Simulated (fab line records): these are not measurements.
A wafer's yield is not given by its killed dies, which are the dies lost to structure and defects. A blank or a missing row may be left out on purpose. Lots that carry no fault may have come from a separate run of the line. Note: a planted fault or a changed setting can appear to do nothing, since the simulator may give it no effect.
Shared-tool check + flow gf180mcu + Sample size 12 lots and 36 wafers

== WHY IT WAS OPENED ==
2 of 12 lots carry a flag on the reading NSD_RS at GF_PSD_RS_MEAS_14. Wafers without a fault read 46.09 ohm/sq, standard deviation 0.077.
Rule: a lot gets a flag if all its wafers with a number sit over 4 standard deviations from that mean, or if no wafer of it has a number. The rest of the lots are taken to be sound.

| lot  | measured     | on           | NSD_RS (ohm/sq), wafer by wafer | flag    |
|------|--------------|--------------|---------------------------------|---------|
| L779 | day 14 14:31 | filmMetro-03 | 46.05 46.18 46.05               |         |
| L782 | day 15 12:50 | filmMetro-04 | 45.96 46.01 45.99               |         |
| L783 | day 16 02:44 | filmMetro-03 | 46.06 46.11 46.02               |         |
| L784 | day 16 06:24 | filmMetro-01 | 46.12 46.07 46.03               |         |
| L785 | day 16 19:50 | filmMetro-03 | 46.09 46.21 46.17               |         |
| L791 | day 18 22:44 | filmMetro-01 | 44.67 44.65 44.69               | FLAGGED |
| L792 | day 19 02:19 | filmMetro-04 | 44.69 44.61 44.53               | FLAGGED |
| L793 | day 19 16:32 | filmMetro-03 | 46.03 46.13 46.02               |         |
| L795 | day 20 05:59 | filmMetro-04 | 46.11 46.04 46.06               |         |
| L799 | day 21 16:50 | filmMetro-01 | 46.05 46.05 45.96               |         |
| L800 | day 22 01:33 | filmMetro-03 | 46.04 46.04 46.05               |         |
| L801 | day 22 10:47 | filmMetro-01 | 46.10 46.15 46.07               |         |
Average over the flagged lots: 44.64 ohm/sq; offset from the usual -1.45 ohm/sq, equal to -19 standard deviations.

== TOOL THAT RAN EACH LOT ==
3 process steps preceding the reading are held in the record, out of 602 steps in the route. Every cell lists first the tool, next ch and the chambers used by the sampled wafers, and last the start.
| lot  | flag    | GF_HV_LDD_RTA_52                | GF_NSD_IMPLANT_09               | GF_NSD_STRIP_11                     |
|------|---------|---------------------------------|---------------------------------|-------------------------------------|
| L779 |         | rtpAnneal-02 ch 0, day 12 19:10 | implanter-01 ch 0, day 13 16:56 | plasmaAsher-02 ch 0,1, day 13 17:14 |
| L782 |         | rtpAnneal-02 ch 0, day 13 14:30 | implanter-01 ch 0, day 14 15:05 | plasmaAsher-02 ch 0,1, day 14 15:23 |
| L783 |         | rtpAnneal-01 ch 0, day 14 02:50 | implanter-03 ch 0, day 15 04:17 | plasmaAsher-03 ch 0,1, day 15 04:34 |
| L784 |         | rtpAnneal-01 ch 0, day 14 07:34 | implanter-03 ch 0, day 15 08:00 | plasmaAsher-03 ch 0,1, day 15 08:18 |
| L785 |         | rtpAnneal-01 ch 0, day 14 19:29 | implanter-02 ch 0, day 15 20:12 | plasmaAsher-03 ch 0,1, day 15 20:29 |
| L791 | FLAGGED | rtpAnneal-01 ch 0, day 16 18:49 | implanter-03 ch 0, day 17 22:20 | plasmaAsher-03 ch 0,1, day 17 22:38 |
| L792 | FLAGGED | rtpAnneal-02 ch 0, day 16 22:53 | implanter-03 ch 0, day 18 01:37 | plasmaAsher-03 ch 0,1, day 18 01:53 |
| L793 |         | rtpAnneal-02 ch 0, day 17 13:01 | implanter-01 ch 0, day 18 15:03 | plasmaAsher-04 ch 0,1, day 18 15:21 |
| L795 |         | rtpAnneal-01 ch 0, day 18 03:01 | implanter-01 ch 0, day 19 05:23 | plasmaAsher-02 ch 0, day 19 05:41   |
| L799 |         | rtpAnneal-01 ch 0, day 19 14:01 | implanter-03 ch 0, day 20 16:32 | plasmaAsher-04 ch 0,1, day 20 16:50 |
| L800 |         | rtpAnneal-01 ch 0, day 19 22:00 | implanter-03 ch 0, day 21 00:53 | plasmaAsher-04 ch 0,1, day 21 01:11 |
| L801 |         | rtpAnneal-01 ch 0, day 20 08:37 | implanter-01 ch 0, day 21 11:14 | plasmaAsher-03 ch 0,1, day 21 11:32 |
What is done by these steps:
- GF_HV_LDD_RTA_52: time 10 s.
- GF_NSD_IMPLANT_09
- GF_NSD_STRIP_11: strips in O2/N2.
- GF_PSD_RS_MEAS_14: measures by four-point-probe.

== FLAGGED OVER TOTAL, TOOL BY TOOL (the gauges that took the reading come last) ==
| step              | tool           | lots run | flagged | share of the flagged lots | sound lots run after its first flagged lot |
|-------------------|----------------|----------|---------|---------------------------|--------------------------------------------|
| GF_HV_LDD_RTA_52  | rtpAnneal-01   | 8        | 1       | some                      | 4 (L795,L799,L800,L801)                    |
| GF_HV_LDD_RTA_52  | rtpAnneal-02   | 4        | 1       | some                      | 1 (L793)                                   |
| GF_NSD_IMPLANT_09 | implanter-01   | 5        | 0       | none                      | -                                          |
| GF_NSD_IMPLANT_09 | implanter-02   | 1        | 0       | none                      | -                                          |
| GF_NSD_IMPLANT_09 | implanter-03   | 6        | 2       | all                       | 2 (L799,L800)                              |
| GF_NSD_STRIP_11   | plasmaAsher-02 | 3        | 0       | none                      | -                                          |
| GF_NSD_STRIP_11   | plasmaAsher-03 | 6        | 2       | all                       | 1 (L801)                                   |
| GF_NSD_STRIP_11   | plasmaAsher-04 | 3        | 0       | none                      | -                                          |
| GF_PSD_RS_MEAS_14 | filmMetro-01   | 4        | 1       | some                      | 2 (L799,L801)                              |
| GF_PSD_RS_MEAS_14 | filmMetro-03   | 5        | 0       | none                      | -                                          |
| GF_PSD_RS_MEAS_14 | filmMetro-04   | 3        | 1       | some                      | 1 (L795)                                   |

== WHAT THE TABLE ALLOWS ==
Table rows that saw every flagged lot: 2, namely implanter-03 at GF_NSD_IMPLANT_09 and plasmaAsher-03 at GF_NSD_STRIP_11.
- implanter-03 at GF_NSD_IMPLANT_09: 2 of its 6 lots flagged. Sound lots ran on it after the first flagged one (L799, L800), which a lasting fault on the whole tool wouldn't allow. Its own readings (beamEnergyKeV) fall more than 4 standard deviations out on all wafers of the flagged lots.
- plasmaAsher-03 at GF_NSD_STRIP_11: 2 of its 6 lots flagged. Sound lots ran on it after the first flagged one (L801), which a lasting fault on the whole tool wouldn't allow. Its own readings (stripTimeToEndpointS) fall more than 4 standard deviations out on all wafers of the flagged lots.
Not one row of the table ran every flagged lot while running no sound lot after the first.

== WHAT HAD BEEN PUT IN BY THE SIMULATOR ==
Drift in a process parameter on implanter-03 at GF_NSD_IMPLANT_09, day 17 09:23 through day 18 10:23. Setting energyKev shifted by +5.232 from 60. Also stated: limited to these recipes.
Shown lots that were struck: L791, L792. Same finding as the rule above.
